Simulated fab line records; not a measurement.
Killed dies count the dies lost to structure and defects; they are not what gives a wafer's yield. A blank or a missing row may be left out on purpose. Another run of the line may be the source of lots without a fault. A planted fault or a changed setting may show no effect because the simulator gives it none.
fab line records	flow sfqLine
record lots=14	wafers=42	lastDay=77
route steps=325 shown M1@59 I4@174 JJ@193 M7@291
lots that met no fault: taken from a fault-free run of the same line
startH: start of the lot's first displayed wafer, in hours after the record's first day	waitH: hours from the lot's prior step to this one	" the same as in the row above	L1.1+2: one row covering several wafers at once	- no value, or no start given	* or withheld: withheld	< > ~ a bound
route shown NAME@n: NAME is a module with steps in the file, n the number in the route of the first one	usual: mean and standard deviation over wafers with no fault	same: alike in all rows	chamber/n: place in a boat	sites: readings site by site	_std_site: standard deviation across them	_edge_site: the outer-site mean with the inner-site mean subtracted	radiusMm: for every site, how far away it sits from the centre of the wafer	mask NAME#n: copy n	behind: the last tool/chamber to shape the wafer	hold: the reason the lot was held/the length of the hold in hours/how it ended	device: names the non-switching transistor (n, p or np)	end of line: tests run on the same wafers once the route is complete	a step with no rows: only its recipe	killed: dies lost to structure and defects at the first sort, not the wafer's yield	map: shows each die of a wafer: x if killed, . if not, _ if none is there
set.NAME: the setting that was run; set.NAME@STEP: the one run at that earlier step	model.NAME: the simulator's own value behind a step, which no gauge read
the route's steps for a sample of lots (tables are steps, rows are wafers)
services: a tool's chamber out of use, with start hour (startH, from the record's first day; less than 0 if before it), hours out, and reason
## steps
# step SFQ_TRILAYER_M1_DEP_SPUTTER_037
# recipe material=Nb	basePressurePa=1.33e-06	chamberPressurePa=0.1333	substrateTempC=20	resputterCathodeVoltageV=400	targetThkNm=200	powerW=2000	timeS=133.3
# usual cathodeDcPowerW=2000.0/0.4	chamberPressurePa=0.13329/0.00028	resputterCathodeVoltageV=401/3.8	throttleValvePct=29.9/0.86
lot.wafer	tool	chamber	startH	waitH	cathodeDcPowerW	chamberPressurePa	resputterCathodeVoltageV	throttleValvePct
L784.2	pvdSputter-06	-	222.39	0.0	1999.7	0.13316	398	30.5
L784.3	"	-	"	"	2000.4	0.13313	403	29.3
L784.5	"	-	"	"	2000.1	0.13328	404	29.2
L786.1	pvdSputter-04	-	235.59	0.0	1999.7	0.13386	401	29.0
L786.3	"	-	"	"	2000.5	0.13384	398	31.6
L786.6	"	-	"	"	2000.1	0.13374	401	29.4
L787.1	pvdSputter-04	-	240.39	0.0	1999.7	0.13331	405	31.5
L787.2	"	-	"	"	1999.9	0.1339	405	29.2
L787.6	"	-	"	"	1999.3	0.13315	401	31.6
L788.1	pvdSputter-04	-	244.17	0.0	1999.9	0.1333	394	29.1
L788.3	"	-	"	"	1999.6	0.13289	397	29.1
L788.5	"	-	"	"	1999.5	0.13303	400	29.2
L789.1	pvdSputter-04	-	249.54	0.0	1999.5	0.13321	401	29.9
L789.2	"	-	"	"	1999.8	0.13316	403	31.3
L789.3	"	-	"	"	1999.9	0.13288	401	29.2
L790.2	pvdSputter-03	-	259.32	0.0	2000.3	0.13383	393	30.2
L790.3	"	-	"	"	1999.9	0.13319	393	29.8
L790.5	"	-	"	"	1999.4	0.13371	397	29.8
L791.1	pvdSputter-03	-	271.22	0.0	2000.6	0.13319	397	28.9
L791.2	"	-	"	"	2000.7	0.1335	399	30.3
L791.6	"	-	"	"	2000.1	0.133	404	29.8
L792.3	pvdSputter-04	-	285.40	0.0	1999.8	0.13303	404	29.1
L792.4	"	-	"	"	1999.9	0.13298	394	29.7
L792.5	"	-	"	"	2000.2	0.13297	408	29.1
L793.1	pvdSputter-04	-	291.40	0.0	2000.9	0.13319	401	31.8
L793.3	"	-	"	"	1999.8	0.1332	392	29.8
L793.6	"	-	"	"	1999.8	0.13337	399	31.5
L796.2	pvdSputter-06	-	314.37	0.0	1999.6	0.1332	396	29.6
L796.5	"	-	"	"	1999.9	0.13402	399	28.9
L796.6	"	-	"	"	1999.7	0.1334	411	30.9
L802.1	pvdSputter-06	-	352.60	0.0	2402.5	0.13353	402	30.5
L802.2	"	-	"	"	2402.7	0.13327	401	29.0
L802.3	"	-	"	"	2403.3	0.13296	399	29.2
L803.1	pvdSputter-06	-	359.80	0.0	2403.5	0.13322	388	31.2
L803.2	"	-	"	"	2403.1	0.1328	404	29.3
L803.5	"	-	"	"	2403.2	0.13305	408	30.6
L805.1	pvdSputter-04	-	373.60	0.0	2000.1	0.13271	401	29.1
L805.4	"	-	"	"	2000.2	0.13302	400	29.2
L805.5	"	-	"	"	1999.6	0.13309	399	29.6
L806.4	pvdSputter-03	-	380.80	0.0	1999.8	0.13328	402	29.0
L806.5	"	-	"	"	2000.1	0.1327	402	29.7
L806.6	"	-	"	"	1999.6	0.13331	397	30.0
# step SFQ_M1_RS_MEAS_909
# recipe thkMeasGauge=four-point-probe	reads=Nb_of_TRILAYER_M1_DEP_SPUTTER_037
# usual M1_NB_RS=0.892/0.012
lot.wafer	tool	chamber	startH	waitH	hold	M1_NB_RS[ohm/sq]
L784.2	filmMetro-02	-	222.50	0.1	-	0.872
L784.3	"	-	"	"	-	0.899
L784.5	"	-	"	"	-	0.908
L786.1	filmMetro-03	-	235.68	0.0	-	0.888
L786.3	"	-	"	"	-	0.902
L786.6	"	-	"	"	-	0.893
L787.1	filmMetro-01	-	240.48	0.0	-	0.908
L787.2	"	-	"	"	-	0.900
L787.6	"	-	"	"	-	0.915
L788.1	filmMetro-03	-	244.26	0.0	-	0.882
L788.3	"	-	"	"	-	0.895
L788.5	"	-	"	"	-	0.891
L789.1	filmMetro-01	-	249.63	0.0	-	0.890
L789.2	"	-	"	"	-	0.905
L789.3	"	-	"	"	-	0.900
L790.2	filmMetro-03	-	259.43	0.1	-	0.894
L790.3	"	-	"	"	-	0.877
L790.5	"	-	"	"	-	0.892
L791.1	filmMetro-02	-	271.31	0.0	-	0.885
L791.2	"	-	"	"	-	0.893
L791.6	"	-	"	"	-	0.891
L792.3	filmMetro-01	-	285.53	0.1	-	0.888
L792.4	"	-	"	"	-	0.892
L792.5	"	-	"	"	-	0.888
L793.1	filmMetro-01	-	291.49	0.0	-	0.900
L793.3	"	-	"	"	-	0.904
L793.6	"	-	"	"	-	0.910
L796.2	filmMetro-03	-	314.48	0.1	-	0.873
L796.5	"	-	"	"	-	0.887
L796.6	"	-	"	"	-	0.875
L802.1	filmMetro-01	-	352.69	0.0	awaitDispo/0.2h/release	0.731
L802.2	"	-	"	"	awaitDispo/0.2h/release	0.739
L802.3	"	-	"	"	awaitDispo/0.2h/release	0.730
L802.1	filmMetro-01	-	352.98	0.3	-	0.731
L802.2	"	-	"	"	-	0.738
L802.3	"	-	"	"	-	0.731
L803.1	filmMetro-02	-	359.89	0.0	awaitDispo/0.2h/release	0.751
L803.2	"	-	"	"	awaitDispo/0.2h/release	0.735
L803.5	"	-	"	"	awaitDispo/0.2h/release	0.732
L803.1	filmMetro-02	-	360.18	0.3	-	0.753
L803.2	"	-	"	"	-	0.736
L803.5	"	-	"	"	-	0.733
L805.1	filmMetro-01	-	373.69	0.0	-	0.899
L805.4	"	-	"	"	-	0.898
L805.5	"	-	"	"	-	0.894
L806.4	filmMetro-03	-	380.95	0.1	-	0.907
L806.5	"	-	"	"	-	0.887
L806.6	"	-	"	"	-	0.897
# step SFQ_TRILAYER_M1_ETCH_METAL_ETCH_042
# recipe target=Nb	stopOn=SiO2	maskMaterial=PR	chemistry=Cl2/Ar	targetDepthNm=240	icpW=600	biasW=80	pressureMtorr=10	timeS=120
# usual biasW=80.01/0.22	drypumpMotorCurrentA=5.8/0.38	oesProductAu=0.893/0.0078
lot.wafer	tool	chamber	startH	waitH	biasW	drypumpMotorCurrentA	oesProductAu	rfHoursCounterH
L784.2	rieMetal-03	1	289.30	0.0	80.02	5.3	0.912	124
L784.3	"	0	"	"	80.26	5.1	0.888	-
L784.5	"	1	"	"	80.32	5.3	0.885	-
L786.1	rieMetal-04	0	302.50	0.0	80.26	6.0	0.893	158
L786.3	"	1	"	"	79.78	5.8	0.883	-
L786.6	"	1	"	"	80.06	5.8	0.889	-
L787.1	rieMetal-04	0	306.10	0.0	80.00	6.0	0.877	159
L787.2	"	1	"	"	79.97	5.8	0.884	98
L787.6	"	0	"	"	79.99	6.0	0.877	-
L788.1	rieMetal-02	0	309.70	0.0	80.26	6.3	0.905	19
L788.3	"	0	"	"	80.28	6.3	0.893	-
L788.5	"	0	"	"	79.92	6.3	0.889	-
L789.1	rieMetal-02	1	315.70	0.0	80.11	5.6	0.892	36
L789.2	"	0	"	"	79.68	6.3	0.886	20
L789.3	"	1	"	"	80.35	5.6	0.886	-
L790.2	rieMetal-02	0	326.50	0.0	79.99	6.4	0.895	23
L790.3	"	0	"	"	79.96	6.4	0.900	-
L790.5	"	1	"	"	80.13	5.6	0.897	-
L791.1	rieMetal-03	1	338.59	0.0	79.82	5.4	0.901	133
L791.2	"	0	"	"	80.05	5.1	0.890	144
L791.6	"	1	"	"	80.00	5.3	0.896	-
L792.3	rieMetal-04	1	349.34	0.1	80.03	5.9	0.895	-
L792.4	"	0	"	"	80.01	6.0	0.897	-
L792.5	"	0	"	"	80.12	6.0	0.902	-
L793.1	rieMetal-04	1	354.10	0.0	79.77	5.9	0.886	109
L793.3	"	0	"	"	79.89	6.0	0.881	-
L793.6	"	1	"	"	80.23	5.9	0.884	-
L796.2	rieMetal-02	1	378.10	0.0	80.07	5.6	0.908	42
L796.5	"	0	"	"	79.99	6.3	0.888	-
L796.6	"	1	"	"	80.48	5.6	0.898	-
L802.1	rieMetal-02	0	418.45	0.0	80.11	6.3	0.989	33
L802.2	"	1	"	"	79.96	5.6	0.992	49
L802.3	"	0	"	"	79.89	6.3	1.000	-
L803.1	rieMetal-02	0	425.65	0.0	80.15	6.4	0.985	35
L803.2	"	1	"	"	79.77	5.6	1.001	50
L803.5	"	0	"	"	79.97	6.4	0.989	-
L805.1	rieMetal-03	1	435.05	0.0	79.52	5.3	0.886	151
L805.4	"	1	"	"	79.73	5.3	0.889	-
L805.5	"	1	"	"	79.90	5.3	0.885	-
L806.4	rieMetal-04	1	444.79	0.1	79.89	5.8	0.885	-
L806.5	"	0	"	"	79.61	6.0	0.900	-
L806.6	"	1	"	"	80.34	5.8	0.890	-
# step SFQ_TRILAYER_I4_VIA_BARC_OPEN_VIA_ETCH_146
# recipe maskMaterial=PR	chemistry=O2	targetDepthNm=125	target=BARC	sourceW=500	biasW=80	pressureMtorr=30	timeS=41.7
# usual biasW=80.02/0.23	drypumpMotorCurrentA=5.8/0.34	oesProductAu=0.685/0.0043
lot.wafer	tool	chamber	startH	waitH	biasW	drypumpMotorCurrentA	oesProductAu	rfHoursCounterH
L784.2	rieDiel-04	1	931.61	0.0	79.95	5.8	0.689	9
L784.3	"	2	"	"	80.03	5.9	0.689	21
L784.5	"	1	"	"	80.13	5.8	0.685	-
L786.1	rieDiel-01	0	937.61	0.0	80.25	4.8	0.690	11
L786.3	"	3	"	"	80.53	5.8	0.687	11
L786.6	"	3	"	"	79.95	5.8	0.680	-
L787.1	rieDiel-01	0	945.81	0.0	80.21	4.8	0.680	11
L787.2	"	2	"	"	79.90	6.1	0.686	9
L787.6	"	3	"	"	79.96	5.8	0.691	-
L788.1	rieDiel-01	2	957.81	0.0	79.90	6.1	0.676	9
L788.3	"	0	"	"	80.02	4.7	0.680	11
L788.5	"	2	"	"	80.38	6.1	0.678	-
L789.1	rieDiel-04	2	959.01	0.0	80.04	5.8	0.685	21
L789.2	"	0	"	"	79.78	5.7	0.682	7
L789.3	"	1	"	"	79.55	5.8	0.688	9
L790.2	rieDiel-04	2	969.91	0.0	79.77	5.9	0.690	22
L790.3	"	0	"	"	79.80	5.7	0.684	7
L790.5	"	3	"	"	79.88	5.8	0.690	-
L791.1	rieDiel-02	3	973.51	0.0	79.93	5.8	0.687	12
L791.2	"	0	"	"	79.98	6.0	0.692	3
L791.6	"	0	"	"	80.02	6.0	0.689	-
L792.3	rieDiel-01	1	977.11	0.0	80.10	5.9	0.689	5
L792.4	"	3	"	"	79.98	5.8	0.682	12
L792.5	"	0	"	"	79.69	4.8	0.685	-
L793.1	rieDiel-02	0	981.91	0.0	79.84	6.0	0.689	3
L793.3	"	2	"	"	80.07	6.2	0.685	13
L793.6	"	3	"	"	80.23	5.8	0.687	-
L796.2	rieDiel-01	0	1031.78	0.0	80.39	4.8	0.683	12
L796.5	"	1	"	"	80.28	5.9	0.678	-
L796.6	"	0	"	"	80.21	4.8	0.679	-
L802.1	rieDiel-04	2	1066.58	0.0	79.95	5.9	0.684	1
L802.2	"	0	"	"	80.12	5.7	0.685	9
L802.3	"	1	"	"	79.83	5.8	0.678	11
L803.1	rieDiel-02	3	1077.38	0.0	80.32	5.8	0.678	14
L803.2	"	0	"	"	79.85	6.0	0.680	5
L803.5	"	1	"	"	79.92	6.1	0.685	-
L805.1	rieDiel-02	0	1092.53	0.0	79.69	6.0	0.683	5
L805.4	"	3	"	"	80.27	5.8	0.683	14
L805.5	"	2	"	"	79.81	6.1	0.678	-
L806.4	rieDiel-01	2	1094.93	0.0	80.28	6.1	0.689	11
L806.5	"	1	"	"	79.93	5.9	0.688	-
L806.6	"	2	"	"	79.94	6.1	0.682	-
# step SFQ_TRILAYER_JJ_CE_BARC_OPEN_RIE_150
# recipe maskMaterial=PR	chemistry=O2	targetDepthNm=240	target=BARC	icpW=600	biasW=80	pressureMtorr=10	timeS=80
# usual biasW=79.96/0.26	drypumpMotorCurrentA=5.7/0.42	oesProductAu=0.538/0.0048
lot.wafer	tool	chamber	startH	waitH	biasW	drypumpMotorCurrentA	oesProductAu	rfHoursCounterH
L784.2	rieMetal-03	1	967.05	0.8	80.16	5.3	0.536	72
L784.3	"	0	"	"	80.29	5.1	0.544	-
L784.5	"	0	"	"	80.37	5.1	0.541	-
L786.1	rieMetal-03	1	973.05	1.0	80.37	5.3	0.530	73
L786.3	"	1	"	"	80.28	5.3	0.538	-
L786.6	"	1	"	"	80.25	5.3	0.534	-
L787.1	rieMetal-03	0	981.25	1.0	79.95	5.1	0.539	85
L787.2	"	1	"	"	79.78	5.3	0.536	74
L787.6	"	1	"	"	79.94	5.3	0.543	-
L788.1	rieMetal-02	0	997.18	1.0	80.10	6.3	0.538	137
L788.3	"	1	"	"	79.49	5.6	0.535	-
L788.5	"	0	"	"	80.12	6.4	0.534	-
L789.1	rieMetal-03	0	998.05	1.0	79.78	5.1	0.536	88
L789.2	"	1	"	"	79.95	5.3	0.532	77
L789.3	"	1	"	"	79.58	5.3	0.542	-
L790.2	rieMetal-02	1	1007.65	0.8	80.39	5.6	0.532	158
L790.3	"	0	"	"	79.83	6.3	0.537	-
L790.5	"	1	"	"	79.35	5.6	0.542	-
L791.1	rieMetal-03	0	1012.45	1.0	79.95	5.1	0.534	90
L791.2	"	1	"	"	79.91	5.3	0.542	80
L791.6	"	0	"	"	80.07	5.1	0.539	-
L792.3	rieMetal-03	0	1014.88	0.6	79.93	5.1	0.542	-
L792.4	"	1	"	"	80.36	5.3	0.536	-
L792.5	"	0	"	"	80.07	5.1	0.546	-
L793.1	rieMetal-03	0	1018.45	1.0	79.62	5.1	0.528	90
L793.3	"	1	"	"	80.23	5.3	0.538	-
L793.6	"	0	"	"	79.76	5.1	0.537	-
L796.2	rieMetal-04	1	1061.68	0.8	79.88	5.8	0.540	79
L796.5	"	0	"	"	80.01	6.0	0.535	-
L796.6	"	1	"	"	80.08	5.9	0.532	-
L802.1	rieMetal-04	0	1100.12	1.0	80.18	6.0	0.537	103
L802.2	"	1	"	"	79.79	5.8	0.536	86
L802.3	"	1	"	"	79.84	5.8	0.538	-
L803.1	rieMetal-02	0	1107.32	1.0	79.90	6.4	0.533	156
L803.2	"	1	"	"	80.07	5.6	0.538	3
L803.5	"	1	"	"	79.84	5.6	0.546	-
L805.1	rieMetal-03	0	1120.52	1.0	80.08	5.1	0.541	109
L805.4	"	0	"	"	80.23	5.1	0.541	-
L805.5	"	0	"	"	79.92	5.1	0.541	-
L806.4	rieMetal-04	0	1124.15	0.4	79.94	6.0	0.535	-
L806.5	"	1	"	"	80.00	5.8	0.538	-
L806.6	"	0	"	"	80.14	6.0	0.534	-
# step SFQ_M7_OVL_MEAS_945
# usual M7_OVL=3/5.4
lot.wafer	tool	chamber	startH	waitH	M7_OVL[nm]
L784.2	overlay-01	-	1537.89	0.1	8
L784.3	"	-	"	"	8
L784.5	"	-	"	"	9
L786.1	overlay-01	-	1550.23	0.1	3
L786.3	"	-	"	"	2
L786.6	"	-	"	"	7
L787.1	overlay-01	-	1555.98	0.1	0
L787.2	"	-	"	"	7
L787.6	"	-	"	"	-4
L788.1	overlay-01	-	1577.58	0.1	7
L788.3	"	-	"	"	6
L788.5	"	-	"	"	2
L789.1	overlay-01	-	1578.78	0.1	0
L789.2	"	-	"	"	-1
L789.3	"	-	"	"	3
L790.2	overlay-01	-	1587.19	0.1	-10
L790.3	"	-	"	"	8
L790.5	"	-	"	"	2
L791.1	overlay-01	-	1589.99	0.1	5
L791.2	"	-	"	"	8
L791.6	"	-	"	"	9
L792.3	overlay-02	-	1597.20	0.1	-1
L792.4	"	-	"	"	5
L792.5	"	-	"	"	0
L793.1	overlay-02	-	1598.39	0.1	1
L793.3	"	-	"	"	-6
L793.6	"	-	"	"	-1
L796.2	overlay-02	-	1621.20	0.1	-3
L796.5	"	-	"	"	-2
L796.6	"	-	"	"	-2
L802.1	overlay-01	-	1648.09	0.1	12
L802.2	"	-	"	"	10
L802.3	"	-	"	"	6
L803.1	overlay-02	-	1662.29	0.1	7
L803.2	"	-	"	"	10
L803.5	"	-	"	"	10
L805.1	overlay-02	-	1669.49	0.1	9
L805.4	"	-	"	"	8
L805.5	"	-	"	"	4
L806.4	overlay-01	-	1670.70	0.1	0
L806.5	"	-	"	"	-2
L806.6	"	-	"	"	-7
## services
tool	chamber	startH	hours	kind
rieMetal-02	-	231.02	1.4	pm
rieMetal-03	1	248.16	3.8	repair
rieMetal-02	1	271.23	4.4	repair
pvdSputter-04	-	314.72	3.4	repair
rieMetal-02	-	333.19	28.1	pm
rieMetal-03	0	354.18	1.6	repair
pvdSputter-04	-	355.20	6.6	repair
rieMetal-04	-	375.99	2.8	pm
rieMetal-02	-	384.15	3.0	repair
pvdSputter-04	-	424.17	4.3	repair
rieMetal-02	-	533.04	2.8	pm
pvdSputter-04	-	549.17	62.2	repair
rieMetal-04	1	601.87	2.0	repair
rieMetal-04	0	602.81	1.1	repair
rieMetal-03	-	634.14	0.8	repair
rieMetal-04	0	647.77	1.8	repair
pvdSputter-04	-	665.12	4.0	repair
pvdSputter-04	-	668.77	2.8	repair
rieMetal-04	0	744.87	3.7	repair
rieMetal-03	-	761.45	0.2	repair
rieMetal-04	0	894.63	3.3	repair
rieMetal-04	1	898.53	3.0	repair
rieMetal-03	-	938.81	14.6	pm
rieMetal-03	0	1007.35	4.8	repair
## key
firstSign step=SFQ_TRILAYER_M1_DEP_SPUTTER_037	reading=cathodeDcPowerW	direction=up	sigmas=99+	usual=2000.0	struck=2403.0
effect step=SFQ_M1_RS_MEAS_909	reading=visit	direction=added
effect step=SFQ_M1_RS_MEAS_909	reading=M1_NB_RS	direction=down	sigmas=13	usual=0.892	struck=0.736
effect step=SFQ_TRILAYER_M1_ETCH_METAL_ETCH_042	reading=oesProductAu	direction=up	sigmas=13	usual=0.893	struck=0.993
metAt SFQ_TRILAYER_M1_DEP_SPUTTER_037
struckLots L802,L803
notActingAt SFQ_TRILAYER_I4_VIA_BARC_OPEN_VIA_ETCH_146,SFQ_TRILAYER_JJ_CE_BARC_OPEN_RIE_150,SFQ_M7_OVL_MEAS_945
onsetBetween 314.37 352.60
fault kind=processParameterDrift	tool=pvdSputter-06	chamber=-	onsetH=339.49	steps=SFQ_TRILAYER_M1_DEP_SPUTTER_037	channel=powerW	offset=403.11	shape=step	endH=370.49	actsIn=theseRecipesOnly	stated=2000
